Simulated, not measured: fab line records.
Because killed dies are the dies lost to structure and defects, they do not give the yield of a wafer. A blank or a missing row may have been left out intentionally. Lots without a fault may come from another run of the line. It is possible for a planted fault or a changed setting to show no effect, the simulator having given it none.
fab line records ; flow sky130 ; part 1 of 2: steps 1 to 25 of 36
[record] lots = 5; wafers = 15; last_day = 49
route steps=708 shown LDD_P@262 LDD_HVN@267 LDD_HVP@278 LDD_LDN@289
lots that met no fault: from a run of the same line without faults
start_h: the number of hours between the record's first day and the start of the first shown wafer of the lot ; wait_h: hours from the lot's prior step to this one ; " unchanged from the row above ; L1.1+2: a row that stands for several wafers ; - no value, or no start given ; * or withheld: withheld ; < > ~ a bound
route shown NAME@n: NAME is a module with steps in the file, n the number in the route of the first one ; usual: the fault-free wafers' mean and standard deviation ; same: alike in all rows ; chamber/n: place in a boat ; sites: readings site by site ; _std_site: standard deviation across them ; _edge_site: the outer-site mean with the inner-site mean subtracted ; radius_mm: for every site, how far away it sits from the centre of the wafer ; mask NAME#n: copy n ; behind: the tool/chamber that last shaped the wafer ; hold: cause of the lot's hold/its duration in hours/its outcome ; device: the transistor (n, p or np) that didn't switch ; end of line: the route-end tests of the same wafers ; where a step has no rows: the recipe by itself ; killed: not the wafer's yield, but the dies lost to structure and defects at the first sort ; map: a wafer's dies, x killed, . not, _ none there
set.NAME: the setting that was run; set.NAME@STEP: the one run at that earlier step ; model.NAME: the simulator's own value behind a step, which no gauge read
lots at some steps of the route; a table a step, a row a wafer
services: a tool's chamber out of use, with start hour (start_h, from the record's first day; less than 0 if before it), hours out, and reason
[[steps]]
[step SKY_LDD_P_CD_MEAS_07]
[recipe] target_cd_nm = 380
[usual] cd_nm = 379.5/2.4
lot.wafer;tool;chamber;start_h;wait_h;cd_nm
L075.2;cd_sem-02;-;434.00;0.1;378.1
L075.4;cd_sem-02;-;434.00;0.1;379.8
L075.5;cd_sem-02;-;434.00;0.1;378.7
L077.3;cd_sem-02;-;469.19;0.1;379.0
L077.4;cd_sem-02;-;469.19;0.1;376.4
L077.6;cd_sem-02;-;469.19;0.1;379.6
L085.2;cd_sem-02;-;543.32;0.1;380.2
L085.4;cd_sem-02;-;543.32;0.1;381.3
L085.5;cd_sem-02;-;543.32;0.1;381.4
L090.4;cd_sem-01;-;583.19;0.1;378.3
L090.5;cd_sem-01;-;583.19;0.1;380.2
L090.6;cd_sem-01;-;583.19;0.1;379.6
L089.1;cd_sem-01;-;583.95;0.1;384.0
L089.2;cd_sem-01;-;583.95;0.1;383.7
L089.6;cd_sem-01;-;583.95;0.1;382.5
[step SKY_LDD_P_OVL_MEAS_08]
[usual] LDD_P_OVL = -0.3/1.2
lot.wafer;tool;chamber;start_h;wait_h;LDD_P_OVL[nm]
L075.2;overlay-02;-;434.11;0.1;0.9
L075.4;overlay-02;-;434.11;0.1;0.5
L075.5;overlay-02;-;434.11;0.1;-2.0
L077.3;overlay-02;-;469.28;0.1;1.6
L077.4;overlay-02;-;469.28;0.1;0.8
L077.6;overlay-02;-;469.28;0.1;1.4
L085.2;overlay-01;-;543.42;0.1;-0.5
L085.4;overlay-01;-;543.42;0.1;-1.7
L085.5;overlay-01;-;543.42;0.1;-1.3
L090.4;overlay-02;-;583.26;0.1;2.9
L090.5;overlay-02;-;583.26;0.1;0.5
L090.6;overlay-02;-;583.26;0.1;2.6
L089.1;overlay-01;-;584.07;0.1;-1.3
L089.2;overlay-01;-;584.07;0.1;0.5
L089.6;overlay-01;-;584.07;0.1;-1.0
[step SKY_LDD_P_IMPLANT_09]
[recipe] species = BF2; energy_kev = 25; dose_cm2 = 1e+13; tilt_deg = withheld
[usual] beam_on_s = 10.00/0.19
lot.wafer;tool;chamber;start_h;wait_h;beam_on_s
L075.2;implanter-03;0;434.16;0.0;9.94
L075.4;implanter-03;0;434.16;0.0;10.17
L075.5;implanter-03;0;434.16;0.0;9.96
L077.3;implanter-02;0;469.36;0.1;9.96
L077.4;implanter-02;0;469.36;0.1;9.74
L077.6;implanter-02;0;469.36;0.1;10.20
L085.2;implanter-03;0;543.48;0.0;9.95
L085.4;implanter-03;0;543.48;0.0;9.83
L085.5;implanter-03;0;543.48;0.0;10.15
L090.4;implanter-03;0;583.36;0.1;9.89
L090.5;implanter-03;0;583.36;0.1;10.31
L090.6;implanter-03;0;583.36;0.1;10.38
L089.1;implanter-01;0;584.10;0.0;10.36
L089.2;implanter-01;0;584.10;0.0;9.86
L089.6;implanter-01;0;584.10;0.0;9.88
[step SKY_LDD_P_STRIP_10]
[recipe] chemistry = O2/N2; power_w = 1400; pressure_mtorr = 1500; platen_temp_c = withheld; o2_flow_sccm = 3000; n2_flow_sccm = 300; overash_fraction = 0.5
[usual] chamber_pressure_mTorr = 1500.1/1.4; drypump_motor_current_A = 5.7/0.47; oes_product_au = 0.715/0.0043; strip_time_to_endpoint_s = 14.19/0.057
lot.wafer;tool;chamber;start_h;wait_h;chamber_pressure_mTorr;drypump_motor_current_A;oes_product_au;rf_hours_counter_h;strip_time_to_endpoint_s
L075.2;plasma_asher-04;1;434.29;0.1;1500.2;6.4;0.725;69;14.30
L075.4;plasma_asher-04;0;434.29;0.1;1499.7;5.3;0.719;-;14.29
L075.5;plasma_asher-04;1;434.29;0.1;1500.1;6.4;0.719;-;14.27
L077.3;plasma_asher-01;1;469.49;0.1;1501.3;6.1;0.709;-;14.24
L077.4;plasma_asher-01;0;469.49;0.1;1502.2;5.3;0.718;-;14.24
L077.6;plasma_asher-01;0;469.49;0.1;1499.5;5.3;0.717;-;14.22
L085.2;plasma_asher-04;0;543.60;0.1;1501.3;5.3;0.708;80;14.17
L085.4;plasma_asher-04;0;543.60;0.1;1499.4;5.3;0.715;-;14.17
L085.5;plasma_asher-04;0;543.60;0.1;1502.9;5.3;0.719;-;14.19
L090.4;plasma_asher-01;1;583.47;0.1;1501.5;6.1;0.713;-;14.13
L090.5;plasma_asher-01;1;583.47;0.1;1499.0;6.1;0.710;-;14.10
L090.6;plasma_asher-01;0;583.47;0.1;1499.9;5.3;0.716;-;14.10
L089.1;plasma_asher-03;1;584.25;0.1;1499.9;5.1;0.713;46;14.12
L089.2;plasma_asher-03;0;584.25;0.1;1501.6;5.6;0.716;46;14.07
L089.6;plasma_asher-03;1;584.25;0.1;1499.2;5.1;0.719;-;14.09
[step SKY_LDD_P_TW_MEAS_11]
[usual] LDD_P_TW = 632/11
lot.wafer;tool;chamber;start_h;wait_h;LDD_P_TW
L075.2;film_metro-03;-;434.40;0.1;651
L075.4;film_metro-03;-;434.40;0.1;645
L075.5;film_metro-03;-;434.40;0.1;648
L077.3;film_metro-04;-;469.58;0.1;634
L077.4;film_metro-04;-;469.58;0.1;633
L077.6;film_metro-04;-;469.58;0.1;636
L085.2;film_metro-04;-;543.71;0.1;638
L085.4;film_metro-04;-;543.71;0.1;639
L085.5;film_metro-04;-;543.71;0.1;634
L090.4;film_metro-03;-;583.56;0.1;646
L090.5;film_metro-03;-;583.56;0.1;644
L090.6;film_metro-03;-;583.56;0.1;643
L089.1;film_metro-01;-;584.35;0.1;615
L089.2;film_metro-01;-;584.35;0.1;614
L089.6;film_metro-01;-;584.35;0.1;615
[step SKY_LDD_HVN_DEHYDRATE_00]
[recipe] temp_c = 200; time_s = 60
[usual] exhaust_pa = 45.0/1.1
lot.wafer;tool;chamber;start_h;wait_h;exhaust_pa
L075.2;litho_track-04;0;449.61;15.2;44.9
L075.4;litho_track-04;0;449.61;15.2;46.0
L075.5;litho_track-04;0;449.61;15.2;45.1
L077.3;litho_track-02;0;484.83;15.2;45.3
L077.4;litho_track-02;0;484.83;15.2;46.0
L077.6;litho_track-02;0;484.83;15.2;45.2
L085.2;litho_track-03;0;557.94;14.2;43.5
L085.4;litho_track-03;0;557.94;14.2;46.1
L085.5;litho_track-03;0;557.94;14.2;44.9
L090.4;litho_track-04;0;597.86;14.3;44.0
L090.5;litho_track-04;0;597.86;14.3;43.5
L090.6;litho_track-04;0;597.86;14.3;43.9
L089.1;litho_track-03;0;598.22;13.9;47.5
L089.2;litho_track-03;0;598.22;13.9;46.1
L089.6;litho_track-03;0;598.22;13.9;45.4
[step SKY_LDD_HVN_HMDS_01]
[recipe] prime_time_s = 60; prime_temp_c = 120
[usual] exhaust_pa = 45.1/0.86
lot.wafer;tool;chamber;start_h;wait_h;exhaust_pa
L075.2;litho_track-04;0;449.76;0.1;44.1
L075.4;litho_track-04;0;449.76;0.1;44.9
L075.5;litho_track-04;0;449.76;0.1;44.3
L077.3;litho_track-02;0;484.98;0.1;45.5
L077.4;litho_track-02;0;484.98;0.1;45.9
L077.6;litho_track-02;0;484.98;0.1;45.3
L085.2;litho_track-03;0;558.09;0.1;45.1
L085.4;litho_track-03;0;558.09;0.1;44.2
L085.5;litho_track-03;0;558.09;0.1;45.4
L090.4;litho_track-04;0;598.01;0.1;44.6
L090.5;litho_track-04;0;598.01;0.1;44.6
L090.6;litho_track-04;0;598.01;0.1;45.6
L089.1;litho_track-03;0;598.37;0.1;45.6
L089.2;litho_track-03;0;598.37;0.1;44.8
L089.6;litho_track-03;0;598.37;0.1;45.1
[step SKY_LDD_HVN_COAT_02]
[recipe] resist = NOVOLAK; spin_rpm = 3000; resist_thk_nm = 300
[usual] exhaust_pa = 45.0/0.86
lot.wafer;tool;chamber;start_h;wait_h;exhaust_pa
L075.2;litho_track-04;0;449.91;0.1;43.5
L075.4;litho_track-04;0;449.91;0.1;44.3
L075.5;litho_track-04;0;449.91;0.1;44.1
L077.3;litho_track-02;0;485.13;0.1;44.6
L077.4;litho_track-02;0;485.13;0.1;44.5
L077.6;litho_track-02;0;485.13;0.1;45.2
L085.2;litho_track-03;0;558.24;0.1;44.3
L085.4;litho_track-03;0;558.24;0.1;44.9
L085.5;litho_track-03;0;558.24;0.1;43.8
L090.4;litho_track-04;0;598.16;0.1;45.4
L090.5;litho_track-04;0;598.16;0.1;44.8
L090.6;litho_track-04;0;598.16;0.1;46.1
L089.1;litho_track-03;0;598.52;0.1;46.8
L089.2;litho_track-03;0;598.52;0.1;45.6
L089.6;litho_track-03;0;598.52;0.1;44.1
[step SKY_LDD_HVN_SOFTBAKE_03]
[recipe] temp_c = 90; time_s = 60; resist = NOVOLAK
[usual] exhaust_pa = 45.1/0.99
lot.wafer;tool;chamber;start_h;wait_h;exhaust_pa
L075.2;litho_track-04;0;450.06;0.1;45.4
L075.4;litho_track-04;0;450.06;0.1;44.0
L075.5;litho_track-04;0;450.06;0.1;45.2
L077.3;litho_track-02;0;485.28;0.1;45.8
L077.4;litho_track-02;0;485.28;0.1;44.5
L077.6;litho_track-02;0;485.28;0.1;44.3
L085.2;litho_track-03;0;558.39;0.1;45.9
L085.4;litho_track-03;0;558.39;0.1;44.5
L085.5;litho_track-03;0;558.39;0.1;46.3
L090.4;litho_track-04;0;598.31;0.1;45.4
L090.5;litho_track-04;0;598.31;0.1;47.1
L090.6;litho_track-04;0;598.31;0.1;46.1
L089.1;litho_track-03;0;598.67;0.1;46.9
L089.2;litho_track-03;0;598.67;0.1;45.2
L089.6;litho_track-03;0;598.67;0.1;45.8
[step SKY_LDD_HVN_EXPOSE_04]
[recipe] mask_id = HVNTM; na = 0.6; source_shape = conventional; sigma_outer = 0.6; polarization = unpolarized; target_cd_nm = 700; dose_mj = 127
[same] sigma_outer = 0.6
lot.wafer;tool;chamber;start_h;wait_h;mask
L075.2+4+5;iline_stepper-02;0;-;-;HVNTM#0
L077.3+4+6;iline_stepper-02;0;-;-;HVNTM#0
L085.2+4+5;iline_stepper-01;0;-;-;HVNTM#0
L090.4+5+6;iline_stepper-02;0;-;-;HVNTM#0
L089.1+2+6;iline_stepper-01;0;-;-;HVNTM#0
[step SKY_LDD_HVN_PEB_05]
[recipe] temp_c = withheld; time_s = *; resist = NOVOLAK
[usual] exhaust_pa = 45.1/0.89
lot.wafer;tool;chamber;start_h;wait_h;exhaust_pa
L075.2;litho_track-03;0;-;-;45.3
L075.4;litho_track-03;0;-;-;45.9
L075.5;litho_track-03;0;-;-;45.9
L077.3;litho_track-03;0;-;-;45.0
L077.4;litho_track-03;0;-;-;45.1
L077.6;litho_track-03;0;-;-;45.5
L085.2;litho_track-04;0;-;-;46.9
L085.4;litho_track-04;0;-;-;45.4
L085.5;litho_track-04;0;-;-;45.7
L090.4;litho_track-03;0;-;-;46.1
L090.5;litho_track-03;0;-;-;44.7
L090.6;litho_track-03;0;-;-;44.5
L089.1;litho_track-04;0;-;-;44.7
L089.2;litho_track-04;0;-;-;45.0
L089.6;litho_track-04;0;-;-;43.1
[step SKY_LDD_HVN_DEVELOP_06]
[recipe] resist = NOVOLAK; developer = TMAH; develop_time_s = 60; dev_temp_c = 23
[usual] exhaust_pa = 45.0/0.87
lot.wafer;tool;chamber;start_h;wait_h;exhaust_pa
L075.2;litho_track-03;0;465.49;0.1;44.5
L075.4;litho_track-03;0;465.49;0.1;44.7
L075.5;litho_track-03;0;465.49;0.1;45.4
L077.3;litho_track-03;0;500.02;0.1;44.3
L077.4;litho_track-03;0;500.02;0.1;44.4
L077.6;litho_track-03;0;500.02;0.1;43.7
L085.2;litho_track-04;0;572.66;0.1;45.2
L085.4;litho_track-04;0;572.66;0.1;45.0
L085.5;litho_track-04;0;572.66;0.1;45.2
L090.4;litho_track-03;0;612.39;0.1;44.4
L090.5;litho_track-03;0;612.39;0.1;44.4
L090.6;litho_track-03;0;612.39;0.1;43.9
L089.1;litho_track-04;0;612.63;0.1;44.4
L089.2;litho_track-04;0;612.63;0.1;44.3
L089.6;litho_track-04;0;612.63;0.1;43.8
[step SKY_LDD_HVN_OVL_MEAS_07]
[usual] LDD_HVN_OVL = -1.1/1.2
lot.wafer;tool;chamber;start_h;wait_h;LDD_HVN_OVL[nm]
L075.2;overlay-02;-;465.62;0.1;-3.3
L075.4;overlay-02;-;465.62;0.1;-2.2
L075.5;overlay-02;-;465.62;0.1;-3.3
L077.3;overlay-01;-;500.13;0.1;1.0
L077.4;overlay-01;-;500.13;0.1;-0.9
L077.6;overlay-01;-;500.13;0.1;-1.3
L085.2;overlay-02;-;572.79;0.1;-0.9
L085.4;overlay-02;-;572.79;0.1;-3.2
L085.5;overlay-02;-;572.79;0.1;-2.1
L090.4;overlay-01;-;612.49;0.1;-0.2
L090.5;overlay-01;-;612.49;0.1;-1.7
L090.6;overlay-01;-;612.49;0.1;1.2
L089.1;overlay-02;-;612.78;0.1;-1.3
L089.2;overlay-02;-;612.78;0.1;-0.9
L089.6;overlay-02;-;612.78;0.1;-0.6
[step SKY_LDD_HVN_IMPLANT_08]
[recipe] species = P; energy_kev = 60; dose_cm2 = 3e+13; tilt_deg = 40
[usual] beam_on_s = 9.98/0.19
lot.wafer;tool;chamber;start_h;wait_h;beam_on_s
L075.2;implanter-04;0;465.68;0.0;9.84
L075.4;implanter-04;0;465.68;0.0;10.25
L075.5;implanter-04;0;465.68;0.0;9.90
L077.3;implanter-03;0;500.20;0.1;9.78
L077.4;implanter-03;0;500.20;0.1;9.78
L077.6;implanter-03;0;500.20;0.1;10.23
L085.2;implanter-02;0;572.84;0.0;10.14
L085.4;implanter-02;0;572.84;0.0;10.19
L085.5;implanter-02;0;572.84;0.0;10.16
L090.4;implanter-02;0;612.58;0.1;9.53
L090.5;implanter-02;0;612.58;0.1;9.77
L090.6;implanter-02;0;612.58;0.1;10.19
L089.1;implanter-03;0;612.82;0.0;9.62
L089.2;implanter-03;0;612.82;0.0;10.00
L089.6;implanter-03;0;612.82;0.0;10.21
[step SKY_LDD_HVN_STRIP_09]
[recipe] chemistry = O2/N2; power_w = 1400; pressure_mtorr = 1500; platen_temp_c = withheld; o2_flow_sccm = 3000; n2_flow_sccm = 300; overash_fraction = 0.5
[usual] chamber_pressure_mTorr = 1500.3/1.5; drypump_motor_current_A = 5.7/0.52; oes_product_au = 0.409/0.0044; strip_time_to_endpoint_s = 4.142/0.014
lot.wafer;tool;chamber;start_h;wait_h;chamber_pressure_mTorr;drypump_motor_current_A;oes_product_au;rf_hours_counter_h;strip_time_to_endpoint_s
L075.2;plasma_asher-04;1;465.80;0.1;1501.0;6.4;0.411;72;4.135
L075.4;plasma_asher-04;1;465.80;0.1;1497.1;6.4;0.405;-;4.123
L075.5;plasma_asher-04;0;465.80;0.1;1503.3;5.3;0.413;-;4.125
L077.3;plasma_asher-04;1;500.34;0.1;1501.4;6.4;0.398;-;4.150
L077.4;plasma_asher-04;0;500.34;0.1;1500.0;5.3;0.415;-;4.127
L077.6;plasma_asher-04;1;500.34;0.1;1501.9;6.4;0.402;-;4.123
L085.2;plasma_asher-04;1;572.97;0.1;1502.5;6.4;0.406;83;4.153
L085.4;plasma_asher-04;0;572.97;0.1;1499.4;5.3;0.412;-;4.154
L085.5;plasma_asher-04;0;572.97;0.1;1501.4;5.3;0.418;-;4.129
L090.4;plasma_asher-04;0;612.69;0.1;1501.3;5.3;0.407;-;4.163
L090.5;plasma_asher-04;0;612.69;0.1;1501.2;5.3;0.406;-;4.159
L090.6;plasma_asher-04;1;612.69;0.1;1501.0;6.4;0.412;-;4.162
L089.1;plasma_asher-02;1;612.97;0.1;1500.4;6.3;0.416;83;4.115
L089.2;plasma_asher-02;0;612.97;0.1;1501.5;5.3;0.407;83;4.144
L089.6;plasma_asher-02;0;612.97;0.1;1499.6;5.3;0.408;-;4.122
[step SKY_LDD_HVN_TW_MEAS_10]
[usual] LDD_HVN_TW = 1420/19
lot.wafer;tool;chamber;start_h;wait_h;LDD_HVN_TW
L075.2;film_metro-04;-;465.91;0.1;1429
L075.4;film_metro-04;-;465.91;0.1;1443
L075.5;film_metro-04;-;465.91;0.1;1438
L077.3;film_metro-01;-;500.42;0.1;1400
L077.4;film_metro-01;-;500.42;0.1;1387
L077.6;film_metro-01;-;500.42;0.1;1397
L085.2;film_metro-02;-;573.08;0.1;1428
L085.4;film_metro-02;-;573.08;0.1;1434
L085.5;film_metro-02;-;573.08;0.1;1428
L090.4;film_metro-02;-;612.78;0.1;1421
L090.5;film_metro-02;-;612.78;0.1;1426
L090.6;film_metro-02;-;612.78;0.1;1427
L089.1;film_metro-02;-;613.13;0.1;1429
L089.2;film_metro-02;-;613.13;0.1;1431
L089.6;film_metro-02;-;613.13;0.1;1429
[step SKY_LDD_HVP_DEHYDRATE_00]
[recipe] temp_c = 200; time_s = 60
[usual] exhaust_pa = 45.1/0.93
lot.wafer;tool;chamber;start_h;wait_h;exhaust_pa
L075.2;litho_track-03;0;480.69;14.8;44.7
L075.4;litho_track-03;0;480.69;14.8;44.5
L075.5;litho_track-03;0;480.69;14.8;45.4
L077.3;litho_track-01;0;514.80;14.4;46.1
L077.4;litho_track-01;0;514.80;14.4;44.9
L077.6;litho_track-01;0;514.80;14.4;45.7
L085.2;litho_track-01;0;587.07;14.0;46.1
L085.4;litho_track-01;0;587.07;14.0;45.9
L085.5;litho_track-01;0;587.07;14.0;47.8
L090.4;litho_track-03;0;625.94;13.1;44.8
L090.5;litho_track-03;0;625.94;13.1;45.7
L090.6;litho_track-03;0;625.94;13.1;44.3
L089.1;litho_track-03;0;626.47;13.3;44.4
L089.2;litho_track-03;0;626.47;13.3;44.8
L089.6;litho_track-03;0;626.47;13.3;45.3
[step SKY_LDD_HVP_HMDS_01]
[recipe] prime_time_s = 60; prime_temp_c = 120
[usual] exhaust_pa = 45.1/0.89
lot.wafer;tool;chamber;start_h;wait_h;exhaust_pa
L075.2;litho_track-03;0;480.84;0.1;45.7
L075.4;litho_track-03;0;480.84;0.1;45.7
L075.5;litho_track-03;0;480.84;0.1;45.4
L077.3;litho_track-01;0;514.95;0.1;45.0
L077.4;litho_track-01;0;514.95;0.1;44.0
L077.6;litho_track-01;0;514.95;0.1;44.8
L085.2;litho_track-01;0;587.22;0.1;45.9
L085.4;litho_track-01;0;587.22;0.1;46.0
L085.5;litho_track-01;0;587.22;0.1;44.6
L090.4;litho_track-03;0;626.09;0.1;44.6
L090.5;litho_track-03;0;626.09;0.1;44.9
L090.6;litho_track-03;0;626.09;0.1;44.2
L089.1;litho_track-03;0;626.62;0.1;44.6
L089.2;litho_track-03;0;626.62;0.1;44.6
L089.6;litho_track-03;0;626.62;0.1;44.8
[step SKY_LDD_HVP_COAT_02]
[recipe] resist = NOVOLAK; spin_rpm = 3000; resist_thk_nm = 300
[usual] exhaust_pa = 45.2/0.83
lot.wafer;tool;chamber;start_h;wait_h;exhaust_pa
L075.2;litho_track-03;0;480.99;0.1;45.5
L075.4;litho_track-03;0;480.99;0.1;44.4
L075.5;litho_track-03;0;480.99;0.1;45.8
L077.3;litho_track-01;0;515.10;0.1;43.4
L077.4;litho_track-01;0;515.10;0.1;44.6
L077.6;litho_track-01;0;515.10;0.1;43.2
L085.2;litho_track-01;0;587.37;0.1;45.6
L085.4;litho_track-01;0;587.37;0.1;45.1
L085.5;litho_track-01;0;587.37;0.1;45.2
L090.4;litho_track-03;0;626.24;0.1;44.3
L090.5;litho_track-03;0;626.24;0.1;45.9
L090.6;litho_track-03;0;626.24;0.1;46.4
L089.1;litho_track-03;0;626.77;0.1;45.2
L089.2;litho_track-03;0;626.77;0.1;44.4
L089.6;litho_track-03;0;626.77;0.1;45.7
[step SKY_LDD_HVP_SOFTBAKE_03]
[recipe] temp_c = 90; time_s = 60; resist = NOVOLAK
[usual] exhaust_pa = 45.1/1.1
lot.wafer;tool;chamber;start_h;wait_h;exhaust_pa
L075.2;litho_track-03;0;481.14;0.1;45.0
L075.4;litho_track-03;0;481.14;0.1;43.2
L075.5;litho_track-03;0;481.14;0.1;45.6
L077.3;litho_track-01;0;515.25;0.1;44.4
L077.4;litho_track-01;0;515.25;0.1;45.1
L077.6;litho_track-01;0;515.25;0.1;45.0
L085.2;litho_track-01;0;587.52;0.1;42.6
L085.4;litho_track-01;0;587.52;0.1;42.5
L085.5;litho_track-01;0;587.52;0.1;41.8
L090.4;litho_track-03;0;626.39;0.1;43.5
L090.5;litho_track-03;0;626.39;0.1;44.0
L090.6;litho_track-03;0;626.39;0.1;43.3
L089.1;litho_track-03;0;626.92;0.1;43.6
L089.2;litho_track-03;0;626.92;0.1;45.3
L089.6;litho_track-03;0;626.92;0.1;44.6
[step SKY_LDD_HVP_EXPOSE_04]
[recipe] mask_id = HVPTM; na = 0.6; source_shape = conventional; sigma_outer = 0.6; polarization = unpolarized; target_cd_nm = 700; dose_mj = 86
[same] sigma_outer = 0.6
lot.wafer;tool;chamber;start_h;wait_h;mask
L075.2+4+5;iline_stepper-02;0;-;-;HVPTM#0
L077.3+4+6;iline_stepper-02;0;-;-;HVPTM#0
L085.2+4+5;iline_stepper-02;0;-;-;HVPTM#0
L090.4+5+6;iline_stepper-01;0;-;-;HVPTM#0
L089.1+2+6;iline_stepper-02;0;-;-;HVPTM#0
[step SKY_LDD_HVP_PEB_05]
[recipe] temp_c = withheld; time_s = *; resist = NOVOLAK
[usual] exhaust_pa = 44.6/0.98
lot.wafer;tool;chamber;start_h;wait_h;exhaust_pa
L075.2;litho_track-03;0;-;-;44.3
L075.4;litho_track-03;0;-;-;44.9
L075.5;litho_track-03;0;-;-;44.9
L077.3;litho_track-03;0;-;-;45.3
L077.4;litho_track-03;0;-;-;45.6
L077.6;litho_track-03;0;-;-;44.3
L085.2;litho_track-02;0;-;-;44.8
L085.4;litho_track-02;0;-;-;43.5
L085.5;litho_track-02;0;-;-;43.3
L090.4;litho_track-01;0;-;-;45.2
L090.5;litho_track-01;0;-;-;44.9
L090.6;litho_track-01;0;-;-;44.7
L089.1;litho_track-03;0;-;-;45.3
L089.2;litho_track-03;0;-;-;43.7
L089.6;litho_track-03;0;-;-;43.9
[step SKY_LDD_HVP_DEVELOP_06]
[recipe] resist = NOVOLAK; developer = TMAH; develop_time_s = 60; dev_temp_c = 23
[usual] exhaust_pa = 45.0/0.94
lot.wafer;tool;chamber;start_h;wait_h;exhaust_pa
L075.2;litho_track-03;0;496.84;0.1;45.4
L075.4;litho_track-03;0;496.84;0.1;46.0
L075.5;litho_track-03;0;496.84;0.1;45.9
L077.3;litho_track-03;0;530.02;0.1;46.0
L077.4;litho_track-03;0;530.02;0.1;46.8
L077.6;litho_track-03;0;530.02;0.1;44.6
L085.2;litho_track-02;0;601.70;0.1;45.1
L085.4;litho_track-02;0;601.70;0.1;45.3
L085.5;litho_track-02;0;601.70;0.1;46.9
L090.4;litho_track-01;0;641.02;0.1;44.7
L090.5;litho_track-01;0;641.02;0.1;45.0
L090.6;litho_track-01;0;641.02;0.1;44.4
L089.1;litho_track-03;0;641.42;0.1;45.2
L089.2;litho_track-03;0;641.42;0.1;44.9
L089.6;litho_track-03;0;641.42;0.1;45.3
[step SKY_LDD_HVP_OVL_MEAS_07]
[usual] LDD_HVP_OVL = 0.3/1.6
lot.wafer;tool;chamber;start_h;wait_h;LDD_HVP_OVL[nm]
L075.2;overlay-02;-;496.97;0.1;1.9
L075.4;overlay-02;-;496.97;0.1;0.5
L075.5;overlay-02;-;496.97;0.1;0.2
L077.3;overlay-02;-;530.13;0.1;0.6
L077.4;overlay-02;-;530.13;0.1;1.0
L077.6;overlay-02;-;530.13;0.1;0.8
L085.2;overlay-01;-;601.83;0.1;-0.5
L085.4;overlay-01;-;601.83;0.1;-1.9
L085.5;overlay-01;-;601.83;0.1;-1.5
L090.4;overlay-02;-;641.12;0.1;-1.1
L090.5;overlay-02;-;641.12;0.1;-1.6
L090.6;overlay-02;-;641.12;0.1;-1.1
L089.1;overlay-01;-;641.57;0.1;-1.3
L089.2;overlay-01;-;641.57;0.1;0.6
L089.6;overlay-01;-;641.57;0.1;-2.8
[step SKY_LDD_HVP_IMPLANT_08]
[recipe] species = B; energy_kev = 20; dose_cm2 = 1.7e+13; tilt_deg = 17.9
[usual] beam_on_s = 9.99/0.2
lot.wafer;tool;chamber;start_h;wait_h;beam_on_s
L075.2;implanter-01;0;497.03;0.0;10.25
L075.4;implanter-01;0;497.03;0.0;9.96
L075.5;implanter-01;0;497.03;0.0;9.84
L077.3;implanter-03;0;530.20;0.1;10.27
L077.4;implanter-03;0;530.20;0.1;10.23
L077.6;implanter-03;0;530.20;0.1;9.78
L085.2;implanter-03;0;601.89;0.0;9.69
L085.4;implanter-03;0;601.89;0.0;9.67
L085.5;implanter-03;0;601.89;0.0;9.91
L090.4;implanter-01;0;641.21;0.1;9.97
L090.5;implanter-01;0;641.21;0.1;10.22
L090.6;implanter-01;0;641.21;0.1;9.72
L089.1;implanter-04;0;641.60;0.0;9.81
L089.2;implanter-04;0;641.60;0.0;9.88
L089.6;implanter-04;0;641.60;0.0;9.94
